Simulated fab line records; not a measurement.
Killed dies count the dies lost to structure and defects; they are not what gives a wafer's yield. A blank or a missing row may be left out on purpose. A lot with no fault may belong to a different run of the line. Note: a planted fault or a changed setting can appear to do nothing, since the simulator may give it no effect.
The tool behind it: which one? / flow sfq-line / 15 lots, 45 wafers sampled, at 3 steps of a route of 325

## WHAT THE GAUGES READ, wafer by wafer
The record holds no reading of a measuring or inspecting step that can be judged against a usual standard deviation.

## WHICH TOOL RAN EACH LOT (tool, then ch and the chambers of the sampled wafers, then the start)
lot=L539; SFQ_TRILAYER_L0_CAP_PECVD_011=pecvd-01 ch 0,1, day 4 05:15; SFQ_TRILAYER_L0_VIA_ETCH_VIA_ETCH_016=rie-diel-04 ch 0,2,3, day 4 23:59; SFQ_TRILAYER_M0_LITHO_EXPOSE_022=krf-scanner-01 ch 0, day 5 16:25
lot=L540; SFQ_TRILAYER_L0_CAP_PECVD_011=pecvd-02 ch 0,1, day 4 11:15; SFQ_TRILAYER_L0_VIA_ETCH_VIA_ETCH_016=rie-diel-02 ch 0,2, day 5 04:47; SFQ_TRILAYER_M0_LITHO_EXPOSE_022=krf-scanner-01 ch 0, day 5 22:31
lot=L543; SFQ_TRILAYER_L0_CAP_PECVD_011=pecvd-02 ch 0,1,2, day 5 06:27; SFQ_TRILAYER_L0_VIA_ETCH_VIA_ETCH_016=rie-diel-04 ch 0,1, day 6 01:17; SFQ_TRILAYER_M0_LITHO_EXPOSE_022=krf-scanner-01 ch 0, day 6 18:07
lot=L544; SFQ_TRILAYER_L0_CAP_PECVD_011=pecvd-02 ch 0,1,2, day 5 11:15; SFQ_TRILAYER_L0_VIA_ETCH_VIA_ETCH_016=rie-diel-04 ch 0,1,3, day 6 04:53; SFQ_TRILAYER_M0_LITHO_EXPOSE_022=krf-scanner-01 ch 0, day 7 00:47
lot=L546; SFQ_TRILAYER_L0_CAP_PECVD_011=pecvd-03 ch 0,1,2, day 5 22:04; SFQ_TRILAYER_L0_VIA_ETCH_VIA_ETCH_016=rie-diel-01 ch 0,3, day 6 16:53; SFQ_TRILAYER_M0_LITHO_EXPOSE_022=krf-scanner-01 ch 0, day 7 13:23
lot=L547; SFQ_TRILAYER_L0_CAP_PECVD_011=pecvd-01 ch 0,1,2, day 6 05:15; SFQ_TRILAYER_L0_VIA_ETCH_VIA_ETCH_016=rie-diel-04 ch 0,1,3, day 7 01:10; SFQ_TRILAYER_M0_LITHO_EXPOSE_022=krf-scanner-01, day 8 00:52
lot=L548; SFQ_TRILAYER_L0_CAP_PECVD_011=pecvd-02 ch 0,2, day 6 12:27; SFQ_TRILAYER_L0_VIA_ETCH_VIA_ETCH_016=rie-diel-02 ch 0,3, day 7 07:10; SFQ_TRILAYER_M0_LITHO_EXPOSE_022=krf-scanner-01, day 8 05:40
lot=L549; SFQ_TRILAYER_L0_CAP_PECVD_011=pecvd-03 ch 0,1,2, day 6 19:13; SFQ_TRILAYER_L0_VIA_ETCH_VIA_ETCH_016=rie-diel-04 ch 0,2,3, day 7 16:46; SFQ_TRILAYER_M0_LITHO_EXPOSE_022=krf-scanner-01, day 8 17:26
lot=L556; SFQ_TRILAYER_L0_CAP_PECVD_011=pecvd-02 ch 0,1,2, day 8 07:00; SFQ_TRILAYER_L0_VIA_ETCH_VIA_ETCH_016=rie-diel-01 ch 0,1,2, day 9 07:45; SFQ_TRILAYER_M0_LITHO_EXPOSE_022=krf-scanner-01 ch 0, day 10 07:23
lot=L557; SFQ_TRILAYER_L0_CAP_PECVD_011=pecvd-03 ch 1,2, day 8 11:48; SFQ_TRILAYER_L0_VIA_ETCH_VIA_ETCH_016=rie-diel-02 ch 0,1,2, day 9 12:33; SFQ_TRILAYER_M0_LITHO_EXPOSE_022=krf-scanner-01 ch 0, day 10 12:23
lot=L558; SFQ_TRILAYER_L0_CAP_PECVD_011=pecvd-01 ch 0,2, day 8 19:00; SFQ_TRILAYER_L0_VIA_ETCH_VIA_ETCH_016=rie-diel-02 ch 0,2,3, day 9 18:33; SFQ_TRILAYER_M0_LITHO_EXPOSE_022=krf-scanner-01 ch 0, day 10 18:11
lot=L559; SFQ_TRILAYER_L0_CAP_PECVD_011=pecvd-03 ch 0,1,2, day 9 01:00; SFQ_TRILAYER_L0_VIA_ETCH_VIA_ETCH_016=rie-diel-01 ch 0,1,2, day 9 23:21; SFQ_TRILAYER_M0_LITHO_EXPOSE_022=krf-scanner-01 ch 0, day 10 22:59
lot=L560; SFQ_TRILAYER_L0_CAP_PECVD_011=pecvd-03 ch 0,1,2, day 9 07:00; SFQ_TRILAYER_L0_VIA_ETCH_VIA_ETCH_016=rie-diel-01 ch 0,1,3, day 10 07:45; SFQ_TRILAYER_M0_LITHO_EXPOSE_022=krf-scanner-01 ch 0, day 11 06:11
lot=L561; SFQ_TRILAYER_L0_CAP_PECVD_011=pecvd-02 ch 1,2, day 9 13:00; SFQ_TRILAYER_L0_VIA_ETCH_VIA_ETCH_016=rie-diel-01 ch 0,1,3, day 10 12:33; SFQ_TRILAYER_M0_LITHO_EXPOSE_022=krf-scanner-01 ch 0, day 11 13:11
lot=L562; SFQ_TRILAYER_L0_CAP_PECVD_011=pecvd-03 ch 0,1,2, day 9 19:00; SFQ_TRILAYER_L0_VIA_ETCH_VIA_ETCH_016=rie-diel-02 ch 0,2, day 10 18:33; SFQ_TRILAYER_M0_LITHO_EXPOSE_022=krf-scanner-01 ch 0, day 11 20:35
- SFQ_TRILAYER_L0_CAP_PECVD_011: deposits SiO2 from SiH4/N2O, time 13.333 s, target thk 60 nm.
- SFQ_TRILAYER_L0_VIA_ETCH_VIA_ETCH_016: etches SiO2 in CHF3, stops on MoNx KI, target depth 80 nm.
- SFQ_TRILAYER_M0_LITHO_EXPOSE_022: exposes mask M0, target cd 500 nm.

## AS READ BY THE TOOLS THEMSELVES (means over the sampled wafers that have a number; for cases with no such wafer, the mark the record gives instead)
SFQ_TRILAYER_L0_CAP_PECVD_011.
lot=L539; tool=pecvd-01; chamber-pressure-Torr (Torr)=2.396; heater-power-outer-w (W)=24; heater-power-w (W)=82; throttle-valve-pct (%)=25.1
lot=L540; tool=pecvd-02; chamber-pressure-Torr (Torr)=2.398; heater-power-outer-w (W)=35; heater-power-w (W)=95; throttle-valve-pct (%)=25.1
lot=L543; tool=pecvd-02; chamber-pressure-Torr (Torr)=2.406; heater-power-outer-w (W)=29; heater-power-w (W)=84; throttle-valve-pct (%)=25.8
lot=L544; tool=pecvd-02; chamber-pressure-Torr (Torr)=2.399; heater-power-outer-w (W)=34; heater-power-w (W)=91; throttle-valve-pct (%)=25.6
lot=L546; tool=pecvd-03; chamber-pressure-Torr (Torr)=2.401; heater-power-outer-w (W)=33; heater-power-w (W)=84; throttle-valve-pct (%)=22.7
lot=L547; tool=pecvd-01; chamber-pressure-Torr (Torr)=-; heater-power-outer-w (W)=-; heater-power-w (W)=-; throttle-valve-pct (%)=-
lot=L548; tool=pecvd-02; chamber-pressure-Torr (Torr)=-; heater-power-outer-w (W)=-; heater-power-w (W)=-; throttle-valve-pct (%)=-
lot=L549; tool=pecvd-03; chamber-pressure-Torr (Torr)=-; heater-power-outer-w (W)=-; heater-power-w (W)=-; throttle-valve-pct (%)=-
lot=L556; tool=pecvd-02; chamber-pressure-Torr (Torr)=2.403; heater-power-outer-w (W)=28; heater-power-w (W)=85; throttle-valve-pct (%)=25.8
lot=L557; tool=pecvd-03; chamber-pressure-Torr (Torr)=2.398; heater-power-outer-w (W)=41; heater-power-w (W)=100; throttle-valve-pct (%)=23.7
lot=L558; tool=pecvd-01; chamber-pressure-Torr (Torr)=2.394; heater-power-outer-w (W)=31; heater-power-w (W)=86; throttle-valve-pct (%)=23.8
lot=L559; tool=pecvd-03; chamber-pressure-Torr (Torr)=2.401; heater-power-outer-w (W)=30; heater-power-w (W)=81; throttle-valve-pct (%)=22.9
lot=L560; tool=pecvd-03; chamber-pressure-Torr (Torr)=2.402; heater-power-outer-w (W)=34; heater-power-w (W)=87; throttle-valve-pct (%)=22.9
lot=L561; tool=pecvd-02; chamber-pressure-Torr (Torr)=2.401; heater-power-outer-w (W)=31; heater-power-w (W)=88; throttle-valve-pct (%)=25.7
lot=L562; tool=pecvd-03; chamber-pressure-Torr (Torr)=2.396; heater-power-outer-w (W)=32; heater-power-w (W)=84; throttle-valve-pct (%)=22.9

SFQ_TRILAYER_L0_VIA_ETCH_VIA_ETCH_016.
lot=L539; tool=rie-diel-04; drypump-motor-current-A (A)=6.5; oes-product-au (a.u.)=0.829
lot=L540; tool=rie-diel-02; drypump-motor-current-A (A)=6.1; oes-product-au (a.u.)=0.853
lot=L543; tool=rie-diel-04; drypump-motor-current-A (A)=5.6; oes-product-au (a.u.)=0.849
lot=L544; tool=rie-diel-04; drypump-motor-current-A (A)=6.1; oes-product-au (a.u.)=0.841
lot=L546; tool=rie-diel-01; drypump-motor-current-A (A)=5.9; oes-product-au (a.u.)=0.846
lot=L547; tool=rie-diel-04; drypump-motor-current-A (A)=6.1; oes-product-au (a.u.)=0.378
lot=L548; tool=rie-diel-02; drypump-motor-current-A (A)=5.8; oes-product-au (a.u.)=0.372
lot=L549; tool=rie-diel-04; drypump-motor-current-A (A)=6.5; oes-product-au (a.u.)=0.374
lot=L556; tool=rie-diel-01; drypump-motor-current-A (A)=5.5; oes-product-au (a.u.)=0.848
lot=L557; tool=rie-diel-02; drypump-motor-current-A (A)=6.1; oes-product-au (a.u.)=0.840
lot=L558; tool=rie-diel-02; drypump-motor-current-A (A)=5.9; oes-product-au (a.u.)=0.842
lot=L559; tool=rie-diel-01; drypump-motor-current-A (A)=5.5; oes-product-au (a.u.)=0.838
lot=L560; tool=rie-diel-01; drypump-motor-current-A (A)=5.5; oes-product-au (a.u.)=0.837
lot=L561; tool=rie-diel-01; drypump-motor-current-A (A)=5.5; oes-product-au (a.u.)=0.844
lot=L562; tool=rie-diel-02; drypump-motor-current-A (A)=6.1; oes-product-au (a.u.)=0.837

SFQ_TRILAYER_M0_LITHO_EXPOSE_022.
lot=L539; tool=krf-scanner-01; exposure-dose-mJ-cm2=14.389; focus-offset-nm (nm)=-0.5; stage-vel-mm-s (mm/s)=500.05
lot=L540; tool=krf-scanner-01; exposure-dose-mJ-cm2=14.396; focus-offset-nm (nm)=0.2; stage-vel-mm-s (mm/s)=500.28
lot=L543; tool=krf-scanner-01; exposure-dose-mJ-cm2=14.410; focus-offset-nm (nm)=0.2; stage-vel-mm-s (mm/s)=500.10
lot=L544; tool=krf-scanner-01; exposure-dose-mJ-cm2=14.403; focus-offset-nm (nm)=-0.3; stage-vel-mm-s (mm/s)=500.39
lot=L546; tool=krf-scanner-01; exposure-dose-mJ-cm2=14.391; focus-offset-nm (nm)=-0.5; stage-vel-mm-s (mm/s)=500.20
lot=L547; tool=krf-scanner-01; exposure-dose-mJ-cm2=-; focus-offset-nm (nm)=-; stage-vel-mm-s (mm/s)=-
lot=L548; tool=krf-scanner-01; exposure-dose-mJ-cm2=-; focus-offset-nm (nm)=-; stage-vel-mm-s (mm/s)=-
lot=L549; tool=krf-scanner-01; exposure-dose-mJ-cm2=-; focus-offset-nm (nm)=-; stage-vel-mm-s (mm/s)=-
lot=L556; tool=krf-scanner-01; exposure-dose-mJ-cm2=14.411; focus-offset-nm (nm)=0.0; stage-vel-mm-s (mm/s)=500.29
lot=L557; tool=krf-scanner-01; exposure-dose-mJ-cm2=14.408; focus-offset-nm (nm)=0.4; stage-vel-mm-s (mm/s)=500.00
lot=L558; tool=krf-scanner-01; exposure-dose-mJ-cm2=14.411; focus-offset-nm (nm)=0.2; stage-vel-mm-s (mm/s)=499.96
lot=L559; tool=krf-scanner-01; exposure-dose-mJ-cm2=14.435; focus-offset-nm (nm)=-0.4; stage-vel-mm-s (mm/s)=499.82
lot=L560; tool=krf-scanner-01; exposure-dose-mJ-cm2=14.390; focus-offset-nm (nm)=-0.1; stage-vel-mm-s (mm/s)=499.73
lot=L561; tool=krf-scanner-01; exposure-dose-mJ-cm2=14.397; focus-offset-nm (nm)=-0.1; stage-vel-mm-s (mm/s)=500.08
lot=L562; tool=krf-scanner-01; exposure-dose-mJ-cm2=14.395; focus-offset-nm (nm)=0.3; stage-vel-mm-s (mm/s)=499.83

## THE ANSWER, worked out from the rows above alone
Rule: the lots themselves supply what counts as usual. Put in order of their means at a reading, lots are off if they are a third of the lots or fewer, leave a main group of 4 or more, and stand apart from it by a gap of 3 or more times the standard deviation of the main group's means; of several such gaps the widest counts. A main group is skipped when, at the precision printed for the reading in the tables above, its means are all equal. A lot without any number at a reading at which 4 lots or more have one is off too. Any other lot the step has rows for is counted as sound. Order of review: gauges by route order, followed by the tools' own readings, for which a lot's mean as printed above is used. At the first step where some lot is off, the reading lying furthest off is the one used; lots without a number count as furthest.
Off at SFQ_TRILAYER_L0_CAP_PECVD_011 (chamber-pressure-Torr): L547, L548, L549. Without a number there: L547, L548, L549. Mean 2.400 Torr and standard deviation 0.0033 in the main group.
A tool fits if, at that step or a process step before it, it ran every lot that is off, and no sound lot after the first of them. Not one of the candidates tried fits.

## WHAT THE SIMULATOR PUT IN
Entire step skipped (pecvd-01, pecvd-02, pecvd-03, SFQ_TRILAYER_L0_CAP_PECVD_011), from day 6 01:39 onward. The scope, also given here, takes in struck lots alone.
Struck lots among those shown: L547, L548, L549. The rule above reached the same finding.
